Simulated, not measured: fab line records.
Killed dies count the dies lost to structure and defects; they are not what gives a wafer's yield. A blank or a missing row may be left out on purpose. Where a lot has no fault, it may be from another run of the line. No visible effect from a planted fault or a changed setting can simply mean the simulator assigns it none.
fab line records + flow sky130
[record]
- lots = 12
- wafers = 36
- last-day = 51
route steps=708 shown VT_ADJUST_NCORE@127 VT_ADJUST_HVTR@142 SONOS_ONO@172 PAD_OPEN@708
lots that met no fault: from a run of the same line without faults
start-h: hours from the record's opening day to when the first of the lot's shown wafers began + wait-h: time in hours since the lot's previous step + " as in the row above + L1.1+2: a row that stands for several wafers + - no value present, or no start provided + * or withheld: withheld + < > ~ a bound
route shown NAME@n: a module of which the file shows steps, and the number in the route of the first + usual: average and standard deviation across the fault-free wafers + same: alike in all rows + chamber/n: place in a boat + sites: each site's reading + _std_site: the values' standard deviation + _edge_site: mean of outer sites minus mean of inner sites + radius-mm: for every site, how far away it sits from the centre of the wafer + mask NAME#n: copy n + behind: the tool/chamber that last shaped the wafer + hold: what put the lot on hold/how long, in hours/how the hold closed + device: which transistor (n, p or np) failed to switch + end of line: tests run on the same wafers once the route is complete + step lacking rows: just its recipe + killed: dies lost to structure and defects at the first sort, not the wafer's yield + map: dies across one wafer; x = killed, . = not, _ = none there
set.NAME: the setting the step ran with; set.NAME@STEP: the setting that earlier step ran with + model.NAME: the simulator's own value behind a step, which no gauge read
a sample of lots followed through the steps of the route, with each step as a table and each wafer as a row
services: a tool's chamber out of use, with start hour (start-h, from the record's first day; less than 0 if before it), hours out, and reason
[[steps]]
[step SKY_VT_ADJUST_NCORE_OVL_MEAS_08]
[usual]
- VT_ADJUST_NCORE_OVL = -1.1/1.5
| lot.wafer | tool       | chamber | start-h | wait-h | VT_ADJUST_NCORE_OVL[nm] |
|-----------|------------|---------|---------|--------|-------------------------|
| L837.1    | overlay-02 | -       | 180.52  | 0.1    | 0.8                     |
| L837.2    | "          | -       | "       | "      | -1.9                    |
| L837.3    | "          | -       | "       | "      | -1.5                    |
| L838.2    | overlay-02 | -       | 205.44  | 0.1    | -0.4                    |
| L838.3    | "          | -       | "       | "      | -2.5                    |
| L838.6    | "          | -       | "       | "      | -1.7                    |
| L839.1    | overlay-02 | -       | 205.84  | 0.1    | -2.7                    |
| L839.5    | "          | -       | "       | "      | -3.7                    |
| L839.6    | "          | -       | "       | "      | -2.7                    |
| L840.1    | overlay-01 | -       | 205.98  | 0.1    | -1.2                    |
| L840.4    | "          | -       | "       | "      | -2.0                    |
| L840.5    | "          | -       | "       | "      | -0.3                    |
| L842.3    | overlay-02 | -       | 209.95  | 0.1    | -0.7                    |
| L842.4    | "          | -       | "       | "      | -1.6                    |
| L842.5    | "          | -       | "       | "      | -1.5                    |
| L841.2    | overlay-01 | -       | 211.04  | 0.1    | 1.7                     |
| L841.4    | "          | -       | "       | "      | -0.4                    |
| L841.5    | "          | -       | "       | "      | 0.1                     |
| L843.3    | overlay-01 | -       | 218.04  | 0.1    | -2.2                    |
| L843.5    | "          | -       | "       | "      | -0.9                    |
| L843.6    | "          | -       | "       | "      | -1.8                    |
| L844.1    | overlay-01 | -       | 233.69  | 0.1    | -0.6                    |
| L844.3    | "          | -       | "       | "      | -0.2                    |
| L844.6    | "          | -       | "       | "      | 0.4                     |
| L853.1    | overlay-02 | -       | 296.43  | 0.1    | -1.3                    |
| L853.3    | "          | -       | "       | "      | -1.7                    |
| L853.4    | "          | -       | "       | "      | -1.2                    |
| L856.1    | overlay-02 | -       | 317.49  | 0.1    | -0.5                    |
| L856.2    | "          | -       | "       | "      | -4.2                    |
| L856.3    | "          | -       | "       | "      | -0.6                    |
| L859.1    | overlay-02 | -       | 367.74  | 0.1    | -1.8                    |
| L859.3    | "          | -       | "       | "      | -0.5                    |
| L859.4    | "          | -       | "       | "      | -1.1                    |
| L860.1    | overlay-01 | -       | 369.13  | 0.1    | -0.5                    |
| L860.2    | "          | -       | "       | "      | -1.3                    |
| L860.4    | "          | -       | "       | "      | 1.2                     |
[step SKY_VT_ADJUST_NCORE_STRIP_10]
[recipe]
- chemistry = O2/N2
- power-w = 1400
- pressure-mtorr = 1500
- platen-temp-c = withheld
- o2-flow-sccm = 3000
- n2-flow-sccm = 300
- overash-fraction = 0.5
[usual]
- drypump-motor-current-A = 5.6/0.49
- oes-product-au = 0.716/0.0044
- strip-time-to-endpoint-s = 14.17/0.046
| lot.wafer | tool            | chamber | start-h | wait-h | drypump-motor-current-A | oes-product-au | rf-hours-counter-h | strip-time-to-endpoint-s |
|-----------|-----------------|---------|---------|--------|-------------------------|----------------|--------------------|--------------------------|
| L837.1    | plasma-asher-02 | 0       | 180.70  | 0.1    | 5.7                     | 0.715          | 6                  | 14.08                    |
| L837.2    | "               | 1       | "       | "      | 4.9                     | 0.719          | 6                  | 14.11                    |
| L837.3    | "               | 0       | "       | "      | 5.7                     | 0.709          | -                  | 14.12                    |
| L838.2    | plasma-asher-02 | 1       | 205.62  | 0.1    | 4.9                     | 0.719          | 9                  | 14.19                    |
| L838.3    | "               | 0       | "       | "      | 5.7                     | 0.718          | -                  | 14.17                    |
| L838.6    | "               | 0       | "       | "      | 5.7                     | 0.717          | -                  | 14.15                    |
| L839.1    | plasma-asher-02 | 1       | 206.03  | 0.1    | 4.9                     | 0.719          | 9                  | 14.15                    |
| L839.5    | "               | 1       | "       | "      | 4.8                     | 0.711          | -                  | 14.12                    |
| L839.6    | "               | 0       | "       | "      | 5.7                     | 0.718          | -                  | 14.14                    |
| L840.1    | plasma-asher-04 | 1       | 206.17  | 0.1    | 6.0                     | 0.708          | 52                 | 14.16                    |
| L840.4    | "               | 0       | "       | "      | 6.5                     | 0.710          | -                  | 14.20                    |
| L840.5    | "               | 0       | "       | "      | 6.5                     | 0.719          | -                  | 14.16                    |
| L842.3    | plasma-asher-04 | 1       | 210.16  | 0.1    | 6.0                     | 0.713          | -                  | 14.20                    |
| L842.4    | "               | 0       | "       | "      | 6.4                     | 0.713          | -                  | 14.19                    |
| L842.5    | "               | 1       | "       | "      | 6.0                     | 0.714          | -                  | 14.20                    |
| L841.2    | plasma-asher-01 | 1       | 211.22  | 0.1    | 5.9                     | 0.714          | 49                 | 14.10                    |
| L841.4    | "               | 0       | "       | "      | 5.5                     | 0.719          | -                  | 14.11                    |
| L841.5    | "               | 0       | "       | "      | 5.5                     | 0.720          | -                  | 14.14                    |
| L843.3    | plasma-asher-04 | 1       | 218.25  | 0.1    | 6.0                     | 0.713          | -                  | 14.20                    |
| L843.5    | "               | 0       | "       | "      | 6.5                     | 0.716          | -                  | 14.19                    |
| L843.6    | "               | 1       | "       | "      | 6.0                     | 0.720          | -                  | 14.16                    |
| L844.1    | plasma-asher-02 | 0       | 233.87  | 0.1    | 5.7                     | 0.716          | 12                 | 14.18                    |
| L844.3    | "               | 1       | "       | "      | 4.9                     | 0.713          | -                  | 14.14                    |
| L844.6    | "               | 0       | "       | "      | 5.7                     | 0.710          | -                  | 14.10                    |
| L853.1    | plasma-asher-01 | 1       | 296.62  | 0.1    | 5.9                     | 0.724          | 58                 | 14.19                    |
| L853.3    | "               | 0       | "       | "      | 5.5                     | 0.719          | -                  | 14.22                    |
| L853.4    | "               | 1       | "       | "      | 5.9                     | 0.713          | -                  | 14.23                    |
| L856.1    | plasma-asher-02 | 1       | 317.67  | 0.1    | 4.9                     | 0.714          | 22                 | 14.19                    |
| L856.2    | "               | 0       | "       | "      | 5.7                     | 0.715          | 22                 | 14.21                    |
| L856.3    | "               | 0       | "       | "      | 5.7                     | 0.724          | -                  | 14.14                    |
| L859.1    | plasma-asher-01 | 0       | 367.93  | 0.1    | 5.5                     | 0.717          | 66                 | 14.16                    |
| L859.3    | "               | 1       | "       | "      | 6.0                     | 0.713          | -                  | 14.20                    |
| L859.4    | "               | 0       | "       | "      | 5.5                     | 0.711          | -                  | 14.18                    |
| L860.1    | plasma-asher-02 | 1       | 369.32  | 0.1    | 4.9                     | 0.720          | 27                 | 14.17                    |
| L860.2    | "               | 0       | "       | "      | 5.7                     | 0.712          | 27                 | 14.18                    |
| L860.4    | "               | 0       | "       | "      | 5.7                     | 0.714          | -                  | 14.19                    |
[step SKY_VT_ADJUST_HVTR_TW_MEAS_11]
[usual]
- VT_ADJUST_HVTR_TW = 209.6/0.96
| lot.wafer | tool          | chamber | start-h | wait-h | VT_ADJUST_HVTR_TW |
|-----------|---------------|---------|---------|--------|-------------------|
| L837.1    | film-metro-03 | -       | 202.46  | 0.1    | 209.6             |
| L837.2    | "             | -       | "       | "      | 209.4             |
| L837.3    | "             | -       | "       | "      | 209.4             |
| L838.2    | film-metro-04 | -       | 228.63  | 0.1    | 209.3             |
| L838.3    | "             | -       | "       | "      | 209.6             |
| L838.6    | "             | -       | "       | "      | 210.0             |
| L839.1    | film-metro-04 | -       | 229.16  | 0.1    | 209.6             |
| L839.5    | "             | -       | "       | "      | 209.8             |
| L839.6    | "             | -       | "       | "      | 209.0             |
| L840.1    | film-metro-03 | -       | 229.27  | 0.1    | 208.7             |
| L840.4    | "             | -       | "       | "      | 210.5             |
| L840.5    | "             | -       | "       | "      | 210.1             |
| L842.3    | film-metro-04 | -       | 232.50  | 0.1    | 209.5             |
| L842.4    | "             | -       | "       | "      | 210.3             |
| L842.5    | "             | -       | "       | "      | 209.6             |
| L841.2    | film-metro-03 | -       | 234.07  | 0.1    | 210.5             |
| L841.4    | "             | -       | "       | "      | 210.4             |
| L841.5    | "             | -       | "       | "      | 210.5             |
| L843.3    | film-metro-04 | -       | 241.33  | 0.1    | 208.8             |
| L843.5    | "             | -       | "       | "      | 209.3             |
| L843.6    | "             | -       | "       | "      | 209.9             |
| L844.1    | film-metro-04 | -       | 258.52  | 0.1    | 209.4             |
| L844.3    | "             | -       | "       | "      | 208.4             |
| L844.6    | "             | -       | "       | "      | 209.7             |
| L853.1    | film-metro-03 | -       | 322.77  | 0.1    | 210.2             |
| L853.3    | "             | -       | "       | "      | 210.2             |
| L853.4    | "             | -       | "       | "      | 210.1             |
| L856.1    | film-metro-03 | -       | 345.66  | 0.1    | 209.6             |
| L856.2    | "             | -       | "       | "      | 210.4             |
| L856.3    | "             | -       | "       | "      | 210.8             |
| L859.1    | film-metro-04 | -       | 396.91  | 0.1    | 209.2             |
| L859.3    | "             | -       | "       | "      | 209.7             |
| L859.4    | "             | -       | "       | "      | 209.2             |
| L860.1    | film-metro-04 | -       | 397.86  | 0.1    | 209.7             |
| L860.2    | "             | -       | "       | "      | 208.9             |
| L860.4    | "             | -       | "       | "      | 209.2             |
[step SKY_SONOS_ONO_CVD_04]
[recipe]
- material = SiO2
- precursor = SiH4/N2O
- target-thk-nm = 5.7199
- temp-c = 900
- pressure-mtorr = 400
[usual]
- spike-tc-bottom-C = 918.8/1.5
- spike-tc-centre-C = 899.2/1.1
- spike-tc-lower-C = 900.3/1.1
- zone-power-bottom-pct = 27.3/1.3
- zone-power-centre-pct = 17.8/1
- zone-power-lower-pct = 16.4/0.49
| lot.wafer | tool     | chamber | start-h | wait-h | spike-tc-bottom-C | spike-tc-centre-C | spike-tc-lower-C | zone-power-bottom-pct | zone-power-centre-pct | zone-power-lower-pct |
|-----------|----------|---------|---------|--------|-------------------|-------------------|------------------|-----------------------|-----------------------|----------------------|
| L837.1    | lpcvd-03 | 0       | 255.50  | 0.1    | 918.4             | 900.1             | 899.5            | 25.9                  | 16.6                  | 15.8                 |
| L837.2    | "        | 0       | "       | "      | 918.1             | 900.5             | 900.4            | 25.9                  | 16.5                  | 15.9                 |
| L837.3    | "        | 0       | "       | "      | 918.0             | 900.2             | 899.2            | 25.6                  | 16.8                  | 16.0                 |
| L838.2    | lpcvd-03 | 1       | 279.59  | 0.0    | 919.6             | 898.7             | 901.4            | 28.5                  | 18.6                  | 16.7                 |
| L838.3    | "        | 1       | "       | "      | 918.8             | 898.4             | 899.9            | 28.3                  | 18.8                  | 17.0                 |
| L838.6    | "        | 1       | "       | "      | 920.7             | 898.8             | 903.3            | 28.9                  | 18.6                  | 17.0                 |
| L839.1    | lpcvd-03 | 0       | 280.84  | 0.2    | 916.9             | 899.2             | 902.5            | 26.0                  | 16.7                  | 15.9                 |
| L839.5    | "        | 0       | "       | "      | 917.9             | 898.4             | 901.0            | 26.0                  | 16.9                  | 15.8                 |
| L839.6    | "        | 0       | "       | "      | 916.8             | 899.9             | 901.0            | 26.0                  | 16.6                  | 15.6                 |
| L840.1    | lpcvd-03 | 0       | 282.09  | 0.5    | 917.3             | 900.4             | 899.8            | 26.2                  | 16.7                  | 15.9                 |
| L840.4    | "        | 0       | "       | "      | 918.5             | 901.0             | 899.7            | 25.9                  | 16.7                  | 15.7                 |
| L840.5    | "        | 0       | "       | "      | 919.1             | 898.5             | 900.5            | 25.8                  | 16.5                  | 15.9                 |
| L841.2    | lpcvd-03 | 1       | 285.79  | 0.0    | 920.0             | 898.7             | 900.5            | 28.5                  | 18.6                  | 16.9                 |
| L841.4    | "        | 1       | "       | "      | 920.7             | 900.0             | 899.7            | 28.5                  | 18.9                  | 16.8                 |
| L841.5    | "        | 1       | "       | "      | 917.2             | 898.6             | 899.8            | 28.2                  | 18.8                  | 17.1                 |
| L842.3    | lpcvd-03 | 1       | 285.79  | 0.0    | 920.5             | 899.5             | 902.0            | 28.3                  | 18.4                  | 16.9                 |
| L842.4    | "        | 1       | "       | "      | 918.0             | 900.6             | 901.8            | 28.3                  | 18.5                  | 16.5                 |
| L842.5    | "        | 1       | "       | "      | 918.6             | 898.7             | 900.3            | 28.4                  | 18.7                  | 17.1                 |
| L843.3    | lpcvd-03 | 1       | 297.98  | 3.3    | 920.4             | 898.8             | 899.7            | 28.4                  | 18.9                  | 16.5                 |
| L843.5    | "        | 1       | "       | "      | 919.1             | 898.2             | 903.0            | 28.7                  | 18.6                  | 16.6                 |
| L843.6    | "        | 1       | "       | "      | 919.5             | 900.3             | 901.6            | 28.5                  | 18.6                  | 16.9                 |
| L844.1    | lpcvd-03 | 0       | 311.88  | 0.1    | 918.4             | 899.0             | 899.0            | 25.8                  | 16.6                  | 15.9                 |
| L844.3    | "        | 0       | "       | "      | 916.4             | 898.9             | 901.6            | 25.7                  | 17.0                  | 15.5                 |
| L844.6    | "        | 0       | "       | "      | 915.5             | 895.8             | 899.0            | 25.6                  | 16.8                  | 16.1                 |
| L853.1    | lpcvd-03 | 0       | 383.84  | 0.1    | 909.8             | 894.2             | 943.1            | 19.6                  | 9.5                   | 31.7                 |
| L853.3    | "        | 0       | "       | "      | 911.1             | 893.9             | 944.5            | 19.6                  | 9.3                   | 31.2                 |
| L853.4    | "        | 0       | "       | "      | 912.2             | 893.8             | 943.6            | 19.8                  | 9.3                   | 31.6                 |
| L856.1    | lpcvd-03 | 1       | 407.15  | 0.1    | 920.2             | 899.0             | 899.9            | 28.2                  | 18.8                  | 16.7                 |
| L856.2    | "        | 1       | "       | "      | 919.3             | 899.7             | 900.4            | 28.5                  | 18.8                  | 16.8                 |
| L856.3    | "        | 1       | "       | "      | 920.0             | 898.7             | 900.8            | 28.2                  | 18.6                  | 16.8                 |
| L860.1    | lpcvd-03 | 1       | 463.84  | 0.1    | 920.6             | 900.8             | 899.0            | 28.4                  | 19.1                  | 17.0                 |
| L860.2    | "        | 1       | "       | "      | 920.8             | 898.7             | 901.8            | 28.2                  | 18.6                  | 17.1                 |
| L860.4    | "        | 1       | "       | "      | 919.3             | 900.0             | 898.8            | 28.7                  | 18.8                  | 16.7                 |
| L859.1    | lpcvd-03 | 1       | 465.09  | 1.2    | 919.3             | 898.6             | 900.9            | 28.1                  | 18.7                  | 16.9                 |
| L859.3    | "        | 1       | "       | "      | 920.6             | 898.7             | 901.7            | 28.4                  | 18.8                  | 16.8                 |
| L859.4    | "        | 1       | "       | "      | 919.6             | 899.0             | 902.2            | 28.6                  | 18.8                  | 17.0                 |
[step SKY_PAD_OPEN_PROBE_99]
[usual]
- killed_at_M0_to_M3 = 44/6.8
- killed_at_M4_up = 2.9/1.9
- killed-at-contacts = 24/5.2
- killed-at-front-end = 16/4.1
- killed-at-other = 0.4/0.74
- killed-dies = 88/9.1
- killed-open = 48/7.2
- killed-short = 39/5.6
[same]
- gross-dies = 492
- killed-at-back-side = 0
| lot.wafer | tool      | chamber | start-h | wait-h | killed_at_M0_to_M3 | killed_at_M4_up | killed-at-contacts | killed-at-front-end | killed-at-other | killed-dies | killed-open | killed-short |
|-----------|-----------|---------|---------|--------|--------------------|-----------------|--------------------|---------------------|-----------------|-------------|-------------|--------------|
| L837.1    | prober-02 | -       | 1069.68 | 0.1    | 48                 | 4               | 29                 | 17                  | 3               | 101         | 54          | 43           |
| L837.2    | prober-02 | -       | 1069.73 | 0.1    | 41                 | 3               | 33                 | 12                  | 0               | 89          | 51          | 38           |
| L837.3    | prober-02 | -       | 1069.78 | 0.2    | 44                 | 3               | 28                 | 9                   | 2               | 86          | 49          | 36           |
| L841.2    | prober-01 | -       | 1099.93 | 0.1    | 41                 | 2               | 24                 | 19                  | 2               | 88          | 46          | 42           |
| L841.4    | prober-01 | -       | 1100.03 | 0.2    | 56                 | 3               | 17                 | 10                  | 0               | 86          | 47          | 39           |
| L841.5    | prober-01 | -       | 1100.08 | 0.2    | 48                 | 3               | 17                 | 20                  | 1               | 89          | 44          | 45           |
| L843.3    | prober-02 | -       | 1108.29 | 0.2    | 45                 | 1               | 20                 | 14                  | 1               | 81          | 47          | 33           |
| L843.5    | prober-02 | -       | 1108.39 | 0.2    | 42                 | 3               | 31                 | 16                  | 0               | 92          | 53          | 39           |
| L843.6    | prober-02 | -       | 1108.44 | 0.2    | 50                 | 2               | 17                 | 18                  | 0               | 87          | 56          | 31           |
| L853.1    | prober-02 | -       | 1166.37 | 0.1    | 46                 | 7               | 23                 | 21                  | 1               | 98          | 63          | 34           |
| L853.3    | prober-02 | -       | 1166.47 | 0.2    | 49                 | 3               | 20                 | 25                  | 1               | 98          | 56          | 41           |
| L853.4    | prober-02 | -       | 1166.52 | 0.2    | 40                 | 1               | 23                 | 21                  | 0               | 85          | 42          | 43           |
| L856.1    | prober-01 | -       | 1188.88 | 0.1    | 50                 | 6               | 21                 | 12                  | 0               | 89          | 41          | 48           |
| L856.2    | prober-01 | -       | 1188.93 | 0.1    | 45                 | 2               | 19                 | 14                  | 0               | 80          | 42          | 38           |
| L856.3    | prober-01 | -       | 1188.98 | 0.2    | 55                 | 5               | 23                 | 16                  | 0               | 99          | 54          | 45           |
// killed by level:class
L837.1 CONTACT:geometric-particle:open=13 VIA1:geometric-particle:open=9 LI_CONTACT:geometric-particle:open=9 METAL2:geometric-particle:short=8 FIELD_ISO:geometric-particle:open=7 VIA3:geometric-particle:open=7 METAL1:geometric-particle:short=6 VIA1:geometric-particle:short=5
L837.2 CONTACT:geometric-particle:open=13 VIA1:geometric-particle:open=8 LI_CONTACT:geometric-particle:open=7 VIA3:geometric-particle:open=6 LOCAL_INTERCONNECT:geometric-particle:short=5 METAL1:geometric-particle:short=5 VIA2:geometric-particle:open=5 METAL3:geometric-particle:short=5
L837.3 CONTACT:geometric-particle:open=14 VIA1:geometric-particle:open=14 VIA1:geometric-particle:short=8 CONTACT:geometric-particle:short=5 FIELD_ISO:geometric-particle:open=4 LI_CONTACT:geometric-particle:open=4 VIA2:geometric-particle:short=4 VIA3:geometric-particle:open=4
L841.2 LI_CONTACT:geometric-particle:open=7 METAL2:geometric-particle:short=7 FIELD_ISO:geometric-particle:open=6 LI_CONTACT:geometric-particle:short=6 VIA1:geometric-particle:open=6 VIA3:geometric-particle:open=6 VIA2:geometric-particle:open=6 CONTACT:geometric-particle:open=5
L841.4 VIA2:geometric-particle:open=13 VIA3:geometric-particle:open=9 METAL1:geometric-particle:short=7 VIA1:geometric-particle:open=7 LOCAL_INTERCONNECT:geometric-particle:short=6 CONTACT:geometric-particle:open=5 METAL2:geometric-particle:short=4 VIA2:geometric-particle:short=4
L841.5 VIA2:geometric-particle:open=11 METAL1:geometric-particle:short=8 VIA3:geometric-particle:open=7 VIA1:geometric-particle:open=6 METAL2:geometric-particle:short=6 FIELD_ISO:geometric-particle:short=4 POLY_GATE:geometric-particle:short=4 LI_CONTACT:geometric-particle:open=4
L843.3 VIA1:geometric-particle:open=14 CONTACT:geometric-particle:open=7 LI_CONTACT:geometric-particle:open=6 VIA1:geometric-particle:short=6 VIA2:geometric-particle:open=5 VIA2:geometric-particle:short=4 LOCAL_INTERCONNECT:geometric-particle:short=4 METAL2:geometric-particle:open=3
L843.5 CONTACT:geometric-particle:open=16 VIA1:geometric-particle:open=14 LOCAL_INTERCONNECT:geometric-particle:short=5 VIA3:geometric-particle:short=5 FIELD_ISO:geometric-particle:short=4 FIELD_ISO:geometric-particle:open=4 POLY_GATE:geometric-particle:open=4 METAL2:geometric-particle:short=4
L843.6 VIA1:geometric-particle:open=13 VIA2:geometric-particle:open=11 FIELD_ISO:geometric-particle:open=8 VIA3:geometric-particle:open=7 FIELD_ISO:geometric-particle:short=5 LI_CONTACT:geometric-particle:open=5 CONTACT:geometric-particle:open=5 VIA3:geometric-particle:short=4
L853.1 LI_CONTACT:geometric-particle:open=12 VIA2:geometric-particle:open=12 POLY_GATE:geometric-particle:open=8 VIA1:geometric-particle:open=8 VIA3:geometric-particle:open=7 METAL4:geometric-particle:short=6 VIA2:geometric-particle:short=5 POLY_GATE:geometric-particle:short=4
L853.3 VIA1:geometric-particle:open=15 CONTACT:geometric-particle:open=10 POLY_GATE:geometric-particle:open=8 POLY_GATE:geometric-particle:short=8 LI_CONTACT:geometric-particle:open=8 METAL3:geometric-particle:short=7 VIA2:geometric-particle:open=6 METAL1:geometric-particle:short=6
L853.4 VIA1:geometric-particle:open=10 LI_CONTACT:geometric-particle:open=8 VIA2:geometric-particle:open=7 FIELD_ISO:geometric-particle:short=6 CONTACT:geometric-particle:short=6 METAL1:geometric-particle:short=6 CONTACT:geometric-particle:open=6 POLY_GATE:geometric-particle:short=5
L856.1 VIA1:geometric-particle:open=9 VIA3:geometric-particle:open=9 VIA1:geometric-particle:short=8 LI_CONTACT:geometric-particle:open=7 METAL1:geometric-particle:short=6 METAL4:geometric-particle:short=6 CONTACT:geometric-particle:open=5 VIA3:geometric-particle:short=4
L856.2 VIA2:geometric-particle:open=11 LI_CONTACT:geometric-particle:open=7 VIA1:geometric-particle:open=6 METAL1:geometric-particle:short=6 CONTACT:geometric-particle:open=5 CONTACT:geometric-particle:short=5 METAL2:geometric-particle:short=5 FIELD_ISO:geometric-particle:short=4
L856.3 VIA1:geometric-particle:open=12 CONTACT:geometric-particle:open=9 VIA3:geometric-particle:open=9 POLY_GATE:geometric-particle:open=7 METAL2:geometric-particle:short=7 METAL3:geometric-particle:short=6 LI_CONTACT:geometric-particle:open=6 CONTACT:geometric-particle:short=6
[[services]]
| tool            | chamber | start-h | hours | kind       |
|-----------------|---------|---------|-------|------------|
| plasma-asher-04 | -       | 184.13  | 0.9   | repair     |
| plasma-asher-01 | -       | 193.14  | 4.3   | pm         |
| plasma-asher-04 | -       | 196.42  | 8.0   | repair     |
| plasma-asher-01 | -       | 199.96  | 8.8   | repair     |
| plasma-asher-01 | -       | 207.85  | 0.4   | repair     |
| plasma-asher-04 | -       | 229.68  | 6.0   | repair     |
| plasma-asher-04 | -       | 250.60  | 13.1  | repair     |
| plasma-asher-04 | -       | 296.92  | 14.6  | pm         |
| lpcvd-03        | -       | 366.28  | 2.8   | pm         |
| plasma-asher-04 | -       | 405.42  | 1.8   | repair     |
| plasma-asher-04 | -       | 421.25  | 9.0   | pm         |
| plasma-asher-04 | 0       | 421.25  | 9.0   | vent-cycle |
| plasma-asher-04 | 1       | 421.25  | 9.0   | vent-cycle |
| plasma-asher-04 | 0       | 430.25  | -     | clean      |
| plasma-asher-04 | 1       | 430.25  | -     | clean      |
| plasma-asher-01 | -       | 453.39  | 2.4   | repair     |
[[key]]
[first-sign]
- step = SKY_SONOS_ONO_CVD_04
- reading = spike-tc-lower-C
- direction = up
- sigmas = 40
- usual = 900.3
- struck = 943.7
[effect]
- step = SKY_SONOS_ONO_CVD_04
- reading = zone-power-lower-pct
- direction = up
- sigmas = 31
- usual = 16.4
- struck = 31.5
met-at SKY_SONOS_ONO_CVD_04
struck-lots L853
struck-wafers L853.1,L853.3,L853.4
tester-left-out L853
not-acting-at SKY_VT_ADJUST_NCORE_OVL_MEAS_08,SKY_VT_ADJUST_NCORE_STRIP_10,SKY_VT_ADJUST_HVTR_TW_MEAS_11
onset-between 311.88 383.84
[fault]
- kind = process-parameter-drift
- tool = lpcvd-03
- chamber = 0
- onset-h = 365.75
- steps = SKY_SONOS_ONO_CVD_04
- channel = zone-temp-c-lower
- offset = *
- shape = step
- end-h = 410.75
// tester-left-out: of these lots the tester's yield and bins aren't shown, on N5 and GAA mostly nor the transistor test; their killed dies are dies lost to structure and defects alone, not to doping, threshold or leakage, so they don't give the yield
